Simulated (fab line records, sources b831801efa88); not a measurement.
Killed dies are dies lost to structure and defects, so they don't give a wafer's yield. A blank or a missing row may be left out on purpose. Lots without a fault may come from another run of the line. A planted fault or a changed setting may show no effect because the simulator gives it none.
fab line records | flow sky130
record lots=5 wafers=15 last_day=49
route steps=708 shown LI_CONTACT@371 LOCAL_INTERCONNECT@387 PAD_OPEN@708
lots that met no fault: from a run of the same line without faults
start_h: hours from the record's first day to the start of the lot's first wafer shown | wait_h: hours since the lot's step before | " the same as in the row above | L1.1+2: a row that stands for several wafers | - no value, or no start given | * or withheld: withheld | < > ~ a bound
route shown NAME@n: a module of which the file shows steps, and the number in the route of the first | usual: mean/standard deviation of fault-free wafers | same: alike in all rows | chamber/n: place in a boat | sites: the reading at each site | _std_site: their standard deviation | _edge_site: outer sites' mean less inner sites' | radius_mm: how far each site lies from the wafer's centre | mask NAME#n: copy n | behind: the tool/chamber that last shaped the wafer | hold: why the lot was held/for how many hours/how that ended | device: the transistor (n, p or np) that didn't switch | end of line: the same wafers' tests at the end of the route | a step without rows: its recipe alone | killed: dies lost to structure and defects at the first sort, not the wafer's yield | map: a wafer's dies, x killed, . not, _ none there
set.NAME: the setting as run; set.NAME@STEP: as run at that earlier step | model.NAME: the simulator's own value behind a step, which no gauge read
lots at some steps of the route; a table a step, a row a wafer
services: from which hour (start_h, from the record's first day; less than 0 if before it) a tool's chamber was out of use, for how many hours, and why
## steps
# step SKY_LI_CONTACT_EXPOSE_09
# recipe mask_id=LICM1 na=0.8 source_shape=annular sigma_inner=0.55 sigma_outer=0.85 target_cd_nm=170 dose_mj=38
# step SKY_LI_CONTACT_PEB_10
# recipe peb_temp_c=withheld peb_time_s=withheld resist=KrF-thick
# step SKY_LI_CONTACT_DEVELOP_11
# recipe develop_time_s=60 resist=KrF-thick dev_temp_c=21
# step SKY_LI_CONTACT_CD_MEAS_12
# recipe target_cd_nm=170
# usual cd_nm=170.0/1.4
# columns lot.wafer tool chamber start_h wait_h cd_nm
L615.1 cd_sem-01 - 700.33 - 169.8
L615.3 " - " " 172.1
L615.4 " - " " 172.5
L624.1 cd_sem-02 - 767.69 - 169.6
L624.2 " - " " 170.0
L624.5 " - " " 169.3
L627.2 cd_sem-01 - 792.89 - 171.7
L627.4 " - " " 170.6
L627.5 " - " " 170.6
L628.1 cd_sem-02 - 803.27 - 170.1
L628.2 " - " " 170.5
L628.5 " - " " 169.9
L630.1 cd_sem-01 - 815.72 - 170.7
L630.3 " - " " 169.8
L630.4 " - " " 169.5
# step SKY_LI_CONTACT_OVL_MEAS_13
# usual LI_CONTACT_OVL=2/5.9
# columns lot.wafer tool chamber start_h wait_h LI_CONTACT_OVL[nm]
L615.1 overlay-01 - 700.45 0.1 12
L615.3 " - " " 2
L615.4 " - " " 5
L624.1 overlay-02 - 767.81 0.1 -3
L624.2 " - " " 1
L624.5 " - " " 5
L627.2 overlay-01 - 793.00 0.1 2
L627.4 " - " " 5
L627.5 " - " " 5
L628.1 overlay-01 - 803.39 0.1 1
L628.2 " - " " -5
L628.5 " - " " 1
L630.1 overlay-02 - 815.84 0.1 3
L630.3 " - " " -6
L630.4 " - " " -4
# step SKY_LI_CONTACT_ETCH_14
# recipe chemistry=N2/H2 target=BARC ion_energy_ev=200 source_w=500 bias_w=100 pressure_mtorr=30 n2_flow_sccm=100 h2_flow_sccm=200 stop_on=SiO2 time_s=45.9 target_depth_a=600
# usual bias_w=99.96/0.3 drypump_motor_current_A=5.7/0.39 oes_product_au=0.853/0.0048 throttle_valve_pct=13.224/0.0088
# columns lot.wafer tool chamber start_h wait_h bias_w drypump_motor_current_A oes_product_au rf_hours_counter_h throttle_valve_pct
L615.1 rie_diel-02 2 700.49 0.0 99.83 5.9 0.856 11 13.237
L615.3 " 1 " " 99.95 5.7 0.855 14 13.229
L615.4 " 1 " " 99.64 5.7 0.849 - 13.224
L624.1 rie_diel-04 3 767.84 0.0 99.93 6.1 0.856 2 13.216
L624.2 " 0 " " 99.72 5.1 0.851 18 13.231
L624.5 " 3 " " 99.44 6.1 0.864 - 13.227
L627.2 rie_diel-04 3 793.03 0.0 100.28 6.1 0.864 3 13.215
L627.4 " 2 " " 100.11 6.3 0.847 5 13.236
L627.5 " 1 " " 99.90 5.6 0.849 - 13.229
L628.1 rie_diel-01 1 803.43 0.0 99.59 5.1 0.857 9 13.232
L628.2 " 3 " " 100.15 5.7 0.858 8 13.218
L628.5 " 0 " " 99.64 5.5 0.849 - 13.240
L630.1 rie_diel-04 2 815.88 0.0 100.45 6.2 0.849 5 13.216
L630.3 " 3 " " 99.82 6.1 0.850 3 13.216
L630.4 " 0 " " 99.37 5.1 0.845 19 13.213
# step SKY_LI_CONTACT_ETCH_15
# recipe target=PSG chemistry=C4F8/O2/Ar stop_on=Si taper_deg=4.15 mask_material=KrF-thick source_w=1500 bias_w=1200 pressure_mtorr=40 c4f8_flow_sccm=withheld O2_flow_sccm=6 Ar_flow_sccm=300 time_s=withheld target_depth_a=6000
# usual bias_w=1200/3.2 oes_product_au=0.837/0.0049
# columns lot.wafer tool chamber start_h wait_h bias_w oes_product_au
L615.1 rie_diel-02 2 700.53 0.0 1202 0.836
L615.3 " 1 " " 1200 0.827
L615.4 " 1 " " 1197 0.837
L624.1 rie_diel-04 3 767.88 0.0 1206 0.835
L624.2 " 0 " " 1198 0.834
L624.5 " 3 " " 1204 0.837
L627.2 rie_diel-04 3 793.07 0.0 1201 0.834
L627.4 " 2 " " 1201 0.832
L627.5 " 1 " " 1200 0.838
L628.1 rie_diel-01 1 803.47 0.0 1198 0.847
L628.2 " 3 " " 1199 0.828
L628.5 " 0 " " 1202 0.842
L630.1 rie_diel-04 2 815.92 0.0 1201 0.836
L630.3 " 3 " " 1202 0.840
L630.4 " 0 " " 1199 0.835
# step SKY_LI_CONTACT_STRIP_16
# recipe chemistry=O2/N2 power_w=1400 pressure_mtorr=1500 platen_temp_c=withheld o2_flow_sccm=3000 n2_flow_sccm=300 overash_fraction=0.5
# step SKY_LI_CONTACT_CLEAN_17
# recipe chemistry=NMP time_s=600 temp_c=60 dry=n2_spin
# step SKY_LI_CONTACT_PRE_CLEAN_18
# recipe gas=Ar time_s=5.6 bias_v=358
# step SKY_LI_CONTACT_SPUTTER_19
# recipe material=Ti target_thk_nm=20 chamber_pressure_pa=5 power_w=2500 substrate_temp_c=200 time_s=106.37
# usual throttle_valve_pct=30.1/1.1
# columns lot.wafer tool chamber start_h wait_h throttle_valve_pct
L615.1 pvd_sputter-01 - 700.93 0.0 29.0
L615.3 " - " " 29.1
L615.4 " - " " 31.1
L624.1 pvd_sputter-01 - 768.26 0.0 31.2
L624.2 " - " " 31.5
L624.5 " - " " 31.4
L627.2 pvd_sputter-02 - 793.45 0.0 29.2
L627.4 " - " " 28.9
L627.5 " - " " 28.9
L628.1 pvd_sputter-02 - 803.87 0.0 31.7
L628.2 " - " " 29.0
L628.5 " - " " 28.6
L630.1 pvd_sputter-02 - 816.30 0.0 29.4
L630.3 " - " " 31.6
L630.4 " - " " 29.0
# step SKY_LI_CONTACT_SPUTTER_20
# recipe material=TiN target_thk_nm=20 chamber_pressure_pa=5 power_w=4000 time_s=80
# usual throttle_valve_pct=30.0/1.1
# columns lot.wafer tool chamber start_h wait_h throttle_valve_pct
L615.1 pvd_sputter-01 - 701.00 0.0 28.9
L615.3 " - " " 29.0
L615.4 " - " " 31.4
L624.1 pvd_sputter-01 - 768.34 0.0 30.8
L624.2 " - " " 31.6
L624.5 " - " " 31.0
L627.2 pvd_sputter-02 - 793.53 0.0 29.1
L627.4 " - " " 28.9
L627.5 " - " " 28.8
L628.1 pvd_sputter-02 - 803.94 0.0 31.8
L628.2 " - " " 28.7
L628.5 " - " " 28.7
L630.1 pvd_sputter-02 - 816.38 0.0 29.2
L630.3 " - " " 31.8
L630.4 " - " " 28.9
# step SKY_LI_CONTACT_CVD_21
# recipe material=W target_thk_nm=400 time_s=120.56 temp_c=400 pressure_torr=40
# usual heater_power_w=869/100
# columns lot.wafer tool chamber start_h wait_h heater_power_w model.W_of_LI_CONTACT_CVD_21.thk_nm
L615.1 cvd_w-01 1 701.07 0.0 673 405.5
L615.3 " 0 " " 828 404.2
L615.4 " 1 " " 661 401.9
L624.1 cvd_w-02 1 768.40 0.0 929 407.1
L624.2 " 0 " " 915 404.6
L624.5 " 1 " " 900 405.3
L627.2 cvd_w-01 0 793.59 0.0 832 396.3
L627.4 " 1 " " 670 399.9
L627.5 " 1 " " 660 397.8
L628.1 cvd_w-02 1 804.01 0.0 926 459.7
L628.2 " 0 " " 925 394.4
L628.5 " 1 " " 936 391.5
L630.1 cvd_w-01 1 816.44 0.0 696 400.6
L630.3 " 0 " " 814 404.5
L630.4 " 1 " " 661 404.4
# step SKY_LI_CONTACT_RS_MEAS_22
# recipe thk_meas_gauge=four-point-probe reads=W_of_LI_CONTACT_CVD_21+TiN_of_LI_CONTACT_SPUTTER_20+Ti_of_LI_CONTACT_SPUTTER_19
# usual LI_CONTACT_W_RS=0.2846/0.0029
# columns lot.wafer tool chamber start_h wait_h LI_CONTACT_W_RS[ohm/sq]
L615.1 film_metro-04 - 701.19 0.1 0.2807
L615.3 " - " " 0.2815
L615.4 " - " " 0.2830
L624.1 film_metro-03 - 768.53 0.1 0.2791
L624.2 " - " " 0.2816
L624.5 " - " " 0.2807
L627.2 film_metro-03 - 793.74 0.1 0.2868
L627.4 " - " " 0.2851
L627.5 " - " " 0.2862
L628.1 film_metro-04 - 804.13 0.1 0.2473
L628.2 " - " " 0.2886
L628.5 " - " " 0.2907
L630.1 film_metro-03 - 816.57 0.1 0.2840
L630.3 " - " " 0.2811
L630.4 " - " " 0.2820
# step SKY_LI_CONTACT_THK_MEAS_23
# recipe thk_meas_gauge=xrf reads=W_of_LI_CONTACT_CVD_21
# usual LI_CONTACT_W_THK=422/7
# columns lot.wafer tool chamber start_h wait_h LI_CONTACT_W_THK[nm]
L615.1 film_metro-04 - 701.31 0.1 428
L615.3 " - " " 427
L615.4 " - " " 426
L624.1 film_metro-03 - 768.65 0.1 424
L624.2 " - " " 419
L624.5 " - " " 420
L627.2 film_metro-03 - 793.85 0.1 411
L627.4 " - " " 413
L627.5 " - " " 415
L628.1 film_metro-04 - 804.25 0.1 498
L628.2 " - " " 425
L628.5 " - " " 416
L630.1 film_metro-03 - 816.69 0.1 415
L630.3 " - " " 416
L630.4 " - " " 418
# step SKY_LI_CONTACT_CMP_24
# recipe stop_on=PSG t_overpolish_s=20 down_force_psi=3.5 platen_rpm=60 target_thk_nm=0 pad_velocity_m_s=0.94248
# usual motor_current_A=11.1/0.78 time_to_endpoint_s=95/3.3
# columns lot.wafer tool chamber start_h wait_h motor_current_A time_to_endpoint_s
L615.1 cmp-02 1 701.42 0.1 10.9 103
L615.3 " 2 " " 12.8 101
L615.4 " 3 " " 10.9 96
L624.1 cmp-01 2 768.71 0.1 10.5 98
L624.2 " 0 " " 10.3 94
L624.5 " 3 " " 11.6 94
L627.2 cmp-01 0 793.90 0.0 10.3 91
L627.4 " 1 " " 12.0 94
L627.5 " 0 " " 10.6 91
L628.1 cmp-01 1 804.36 0.1 12.2 109
L628.2 " 3 " " 11.0 89
L628.5 " 1 " " 11.9 90
L630.1 cmp-01 0 816.89 0.2 10.5 91
L630.3 " 2 " " 10.4 97
L630.4 " 3 " " 11.5 94
# step SKY_LOCAL_INTERCONNECT_SPUTTER_00
# recipe material=TiN target_thk_nm=100 temp_c=300 power_w=6500 time_s=83.3 chamber_pressure_pa=0.4
# usual throttle_valve_pct=30.0/1.1
# columns lot.wafer tool chamber start_h wait_h throttle_valve_pct
L615.1 pvd_sputter-01 - 701.67 0.2 29.1
L615.3 " - " " 28.8
L615.4 " - " " 31.2
L624.1 pvd_sputter-03 - 769.01 0.2 28.7
L624.2 " - " " 31.1
L624.5 " - " " 31.0
L627.2 pvd_sputter-01 - 794.20 0.2 29.1
L627.4 " - " " 31.0
L627.5 " - " " 31.1
L628.1 pvd_sputter-02 - 804.61 0.2 28.6
L628.2 " - " " 31.7
L628.5 " - " " 29.3
L630.1 pvd_sputter-01 - 817.19 0.2 31.2
L630.3 " - " " 28.9
L630.4 " - " " 29.3
# step SKY_PAD_OPEN_PROBE_99
# usual killed_at_M0_to_M3=44/7.2 killed_at_M4_up=3.1/1.7 killed_at_contacts=25/5.1 killed_at_front_end=14/4.6 killed_at_other=0.3/0.59 killed_dies=86/9.6 killed_open=47/7.4 killed_short=39/6
# same gross_dies=492 killed_at_back_side=0
# columns lot.wafer tool chamber start_h wait_h killed_at_M0_to_M3 killed_at_M4_up killed_at_contacts killed_at_front_end killed_at_other killed_dies killed_open killed_short
L615.1 prober-01 - 1089.60 0.1 42 4 22 10 1 79 38 41
L615.3 prober-01 - 1089.70 0.2 48 3 18 10 0 79 43 36
L615.4 prober-01 - 1089.75 0.2 41 8 23 13 2 87 47 40
L624.1 prober-01 - 1140.17 0.1 46 3 28 17 0 94 50 44
L624.2 prober-01 - 1140.22 0.1 43 4 29 11 0 87 38 49
L624.5 prober-01 - 1140.37 0.2 51 5 27 16 1 100 57 43
L627.2 prober-02 - 1159.03 0.1 46 5 28 19 0 98 40 58
L627.4 prober-02 - 1159.13 0.2 34 1 27 17 0 79 40 39
L627.5 prober-02 - 1159.18 0.2 34 1 26 17 0 78 39 39
L628.1 prober-01 - 1165.46 0.1 56 6 25 6 0 93 51 42
L628.2 prober-01 - 1165.51 0.1 37 1 37 16 1 92 48 44
L628.5 prober-01 - 1165.66 0.2 60 3 31 12 0 106 63 43
L630.1 prober-01 - 1171.69 0.1 43 8 20 11 0 82 42 40
L630.3 prober-01 - 1171.79 0.2 35 6 13 7 0 61 28 33
L630.4 prober-01 - 1171.84 0.2 48 4 21 9 0 82 41 41
# killed by level:class
L615.1 VIA1:geometric_particle:open=9 METAL1:geometric_particle:short=9 METAL2:geometric_particle:short=8 LI_CONTACT:geometric_particle:open=6 LOCAL_INTERCONNECT:geometric_particle:short=6 VIA3:geometric_particle:open=5 FIELD_ISO:geometric_particle:open=4 CONTACT:geometric_particle:open=4
L615.3 VIA1:geometric_particle:open=10 LOCAL_INTERCONNECT:geometric_particle:short=7 VIA3:geometric_particle:open=7 VIA2:geometric_particle:open=7 CONTACT:geometric_particle:open=6 METAL3:geometric_particle:short=5 METAL2:geometric_particle:short=5 FIELD_ISO:geometric_particle:open=4
L615.4 VIA3:geometric_particle:open=11 CONTACT:geometric_particle:open=8 VIA1:geometric_particle:open=7 LOCAL_INTERCONNECT:geometric_particle:short=6 METAL4:geometric_particle:short=6 FIELD_ISO:geometric_particle:open=4 POLY_CUT:geometric_particle:open=4 LI_CONTACT:geometric_particle:open=4
L624.1 VIA1:geometric_particle:open=12 LI_CONTACT:geometric_particle:open=9 CONTACT:geometric_particle:open=9 FIELD_ISO:geometric_particle:short=7 VIA3:geometric_particle:open=6 FIELD_ISO:geometric_particle:open=5 METAL2:geometric_particle:short=5 VIA2:geometric_particle:short=5
L624.2 CONTACT:geometric_particle:short=9 VIA3:geometric_particle:short=8 VIA2:geometric_particle:open=8 METAL1:geometric_particle:short=8 CONTACT:geometric_particle:open=7 LI_CONTACT:geometric_particle:open=6 VIA1:geometric_particle:open=6 FIELD_ISO:geometric_particle:open=5
L624.5 CONTACT:geometric_particle:open=13 VIA2:geometric_particle:open=9 METAL2:geometric_particle:short=9 LI_CONTACT:geometric_particle:open=8 VIA1:geometric_particle:open=7 VIA1:geometric_particle:short=5 CONTACT:geometric_particle:short=4 FIELD_ISO:geometric_particle:open=4
L627.2 CONTACT:geometric_particle:open=11 CONTACT:geometric_particle:short=10 VIA1:geometric_particle:open=9 VIA1:geometric_particle:short=8 FIELD_ISO:geometric_particle:short=7 VIA3:geometric_particle:open=7 METAL2:geometric_particle:short=5 METAL4:geometric_particle:short=5
L627.4 CONTACT:geometric_particle:open=12 LI_CONTACT:geometric_particle:open=8 VIA1:geometric_particle:open=6 VIA2:geometric_particle:short=6 METAL2:geometric_particle:short=5 FIELD_ISO:geometric_particle:short=4 POLY_GATE:geometric_particle:short=4 CONTACT:geometric_particle:short=4
L627.5 METAL2:geometric_particle:short=9 FIELD_ISO:geometric_particle:open=6 LI_CONTACT:geometric_particle:open=6 LI_CONTACT:geometric_particle:short=5 LOCAL_INTERCONNECT:geometric_particle:short=5 VIA1:geometric_particle:open=5 METAL3:geometric_particle:short=4 POLY_GATE:geometric_particle:short=4
L628.1 CONTACT:geometric_particle:open=12 VIA3:geometric_particle:open=10 VIA1:geometric_particle:open=10 CONTACT:geometric_particle:short=7 METAL1:geometric_particle:short=7 METAL2:geometric_particle:short=7 VIA1:geometric_particle:short=5 VIA2:geometric_particle:open=5
L628.2 CONTACT:geometric_particle:open=14 VIA1:geometric_particle:open=12 CONTACT:geometric_particle:short=9 LOCAL_INTERCONNECT:geometric_particle:short=7 METAL1:geometric_particle:short=7 VIA3:geometric_particle:open=6 POLY_GATE:geometric_particle:short=5 LI_CONTACT:geometric_particle:open=5
L628.5 CONTACT:geometric_particle:open=16 VIA1:geometric_particle:open=16 VIA2:geometric_particle:open=8 METAL2:geometric_particle:short=7 METAL1:geometric_particle:short=6 VIA1:geometric_particle:short=6 VIA3:geometric_particle:open=6 LOCAL_INTERCONNECT:geometric_particle:short=5
L630.1 CONTACT:geometric_particle:open=10 VIA1:geometric_particle:short=10 VIA1:geometric_particle:open=9 METAL4:geometric_particle:short=7 VIA3:geometric_particle:open=6 VIA2:geometric_particle:open=6 FIELD_ISO:geometric_particle:short=3 LI_CONTACT:geometric_particle:short=3
L630.3 VIA1:geometric_particle:open=9 VIA2:geometric_particle:open=7 METAL4:geometric_particle:short=6 POLY_GATE:geometric_particle:short=5 LI_CONTACT:geometric_particle:open=4 VIA1:geometric_particle:short=4 CONTACT:geometric_particle:open=3 VIA3:geometric_particle:short=3
L630.4 METAL1:geometric_particle:short=11 LI_CONTACT:geometric_particle:open=9 VIA2:geometric_particle:open=7 VIA3:geometric_particle:open=6 CONTACT:geometric_particle:open=6 POLY_GATE:geometric_particle:open=5 METAL2:geometric_particle:short=5 LOCAL_INTERCONNECT:geometric_particle:short=4
## services
# columns tool chamber start_h hours kind
cmp-01 - 682.96 1.1 repair
cvd_w-02 1 689.89 11.8 repair
rie_diel-02 0 693.86 7.1 repair
rie_diel-02 2 697.79 2.1 repair
cmp-01 - 707.45 2.2 repair
pvd_sputter-02 - 710.60 5.0 repair
rie_diel-04 3 716.22 3.0 repair
cvd_w-01 - 716.29 6.9 pm
rie_diel-02 2 719.87 12.0 repair
cmp-02 - 722.43 19.7 pm
cmp-01 - 733.01 1.4 repair
rie_diel-01 2 737.68 3.0 repair
cmp-01 - 744.28 4.0 pm
rie_diel-01 - 747.33 0.3 repair
cmp-02 - 749.41 0.6 repair
cmp-02 - 755.30 1.5 repair
rie_diel-01 - 763.05 0.5 repair
cmp-02 - 779.36 0.4 repair
cmp-01 - 780.13 12.3 pm
rie_diel-04 1 799.18 4.8 repair
cvd_w-01 - 803.52 1.1 repair
rie_diel-04 2 808.28 3.8 repair
rie_diel-01 - 808.38 2.8 pm
rie_diel-01 0 812.68 1.4 repair
## key
first_sign step=SKY_LI_CONTACT_RS_MEAS_22 reading=LI_CONTACT_W_RS direction=down sigmas=13 usual=0.2846 struck=0.2473
effect step=SKY_LI_CONTACT_THK_MEAS_23 reading=LI_CONTACT_W_THK direction=up sigmas=11 usual=422 struck=498
effect step=SKY_LI_CONTACT_CMP_24 reading=time_to_endpoint_s direction=up sigmas=4.2 usual=* struck=*
model_effect step=SKY_LI_CONTACT_CVD_21 value=W_of_LI_CONTACT_CVD_21.thk_nm without=394.8 struck=459.7
met_at SKY_LI_CONTACT_CVD_21
struck_wafers L628.1
tester_left_out L628
onset_between 768.40 804.01
fault kind=process_parameter_drift tool=cvd_w-02 chamber=- onset_h=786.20 steps=SKY_LI_CONTACT_CVD_21 channel=target_thk_nm offset=64.885 shape=step end_h=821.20 scope=struck_wafers_only acts_in=these_recipes_only stated=400
# tester_left_out: of these lots the tester's yield and bins aren't shown, on N5 and GAA mostly nor the transistor test; their killed dies are dies lost to structure and defects alone, not to doping, threshold or leakage, so they don't give the yield
